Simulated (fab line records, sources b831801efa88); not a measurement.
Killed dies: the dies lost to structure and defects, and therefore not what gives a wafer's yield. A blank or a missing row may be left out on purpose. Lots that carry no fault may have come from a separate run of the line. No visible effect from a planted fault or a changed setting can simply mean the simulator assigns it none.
Code-filled problem report in 8D (eight disciplines) form + flow sky130 + the parts of the form that need people (team, actions taken, sign-off) are left out

## 1. WHAT IS WRONG
At SKY_METAL4_METAL_ETCH_18, bias-w averages 59.05 W over 5 wafers from 2 lots, while fault-free wafers read 48.50 W, standard deviation 0.16. Measured from the usual mean, that is +66 standard deviations.
The step: etches the open film in Cl2/BCl3, stops on SiO2, target depth 845 nm, time 183.1 s.
Earliest sighting: wafer L974.1 on rie-metal-03 at day 46 06:43. The record holds 30 wafers of 10 lots with a number at this step. The rule behind "out" and "out of limits": a value lying over 4 standard deviations away from the usual mean. Any other wafer with a number is counted as sound.

## 2. WHAT IT IS; WHAT IT IS NOT
| question                    | is                                     | is not                                                                    |
|-----------------------------|----------------------------------------|---------------------------------------------------------------------------|
| which readings at this step | bias-w                                 | drypump-motor-current-A                                                   |
| which lots                  | L974, L975                             | L958, L959, L960, L964, L967, L969, L971, L981                            |
| which wafers of those lots  | L974.1, L974.3, L974.5, L975.2, L975.6 | L975.1                                                                    |
| read on which tools         | rie-metal-03                           | rie-metal-04                                                              |
| when                        | from day 46 06:43                      | up to then (21 sound wafers); but 4 sound wafers of L975, L981 came after |

## 3. THE SUSPECTS, EACH WITH WHAT RULES IT OUT
Counting: any tool at a process step up to the reading remains a suspect provided it ran every lot that is out. Sound lots after the first of them don't rule it out here, since some wafers of a struck lot are sound.
- pvd-sputter-02 at SKY_METAL4_SPUTTER_00 (material Ti, target thk 15 nm, time 10 s): kept. It ran every lot that is out, first L974 (day 44 11:01); its last sound lot up to then is L967 (day 42 08:13).
- pvd-sputter-02 at SKY_METAL4_SPUTTER_02 (material AlCu, target thk 735 nm, time 39.1 s): kept. It ran every lot that is out, first L974 (day 44 11:04); its last sound lot up to then is L967 (day 42 08:16).
- rie-metal-03 at SKY_METAL4_METAL_ETCH_18 (etches the open film in Cl2/BCl3, stops on SiO2, target depth 845 nm, time 183.1 s): kept. It ran every lot that is out, first L974 (day 46 06:43); its last sound lot up to then is L971 (day 45 13:25). Its own readings are out on those wafers: bias-w.
- Within rie-metal-03 at SKY_METAL4_METAL_ETCH_18, the wafers that are out were processed in chamber 1 and their sound lot-mates in chamber 0.
Still standing after the count: pvd-sputter-02 at SKY_METAL4_SPUTTER_00, pvd-sputter-02 at SKY_METAL4_SPUTTER_02, rie-metal-03 at SKY_METAL4_METAL_ETCH_18.

## 4. THE CAUSE (what the simulator had put in)
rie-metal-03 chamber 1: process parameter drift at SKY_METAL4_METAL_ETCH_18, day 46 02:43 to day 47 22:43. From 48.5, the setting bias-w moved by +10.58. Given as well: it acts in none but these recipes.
Of the 3 suspects that counting leaves, this tool is one.

## 5. THE EFFECT CHAIN, in route order
Rows list readings where the struck wafers' mean (over those with a number) sits beyond 3 standard deviations from the usual. Readings are gone through only where the record gives a usual standard deviation; hours: the median, over the lots, of the time from a lot's start at the first step in this table giving one to that lot's start at this step; sigmas: the change measured in usual standard deviations.
| hours | step                     | reading                  | usual      | on struck wafers | change | sigmas |
|-------|--------------------------|--------------------------|------------|------------------|--------|--------|
| 0     | SKY_METAL4_METAL_ETCH_18 | bias-w                   | 48.50 W    | 59.05            | +10.55 | +66    |
| 0     | SKY_METAL4_STRIP_19      | oes-product-au           | 0.504 a.u. | 0.483            | -0.021 | -3.5   |
| 0     | SKY_METAL4_STRIP_19      | strip-time-to-endpoint-s | 6.59 s     | 6.16             | -0.43  | -5.5   |
Process steps it contains:
- SKY_METAL4_METAL_ETCH_18: etches the open film in Cl2/BCl3, stops on SiO2, target depth 845 nm, time 183.1 s.
- SKY_METAL4_STRIP_19: strips in O2/N2.

## 6. HOW IT WOULD HAVE BEEN CAUGHT EARLIER
The fault began at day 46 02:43; the first out-of-limits reading in this record came at day 46 06:43, 4 hours later.
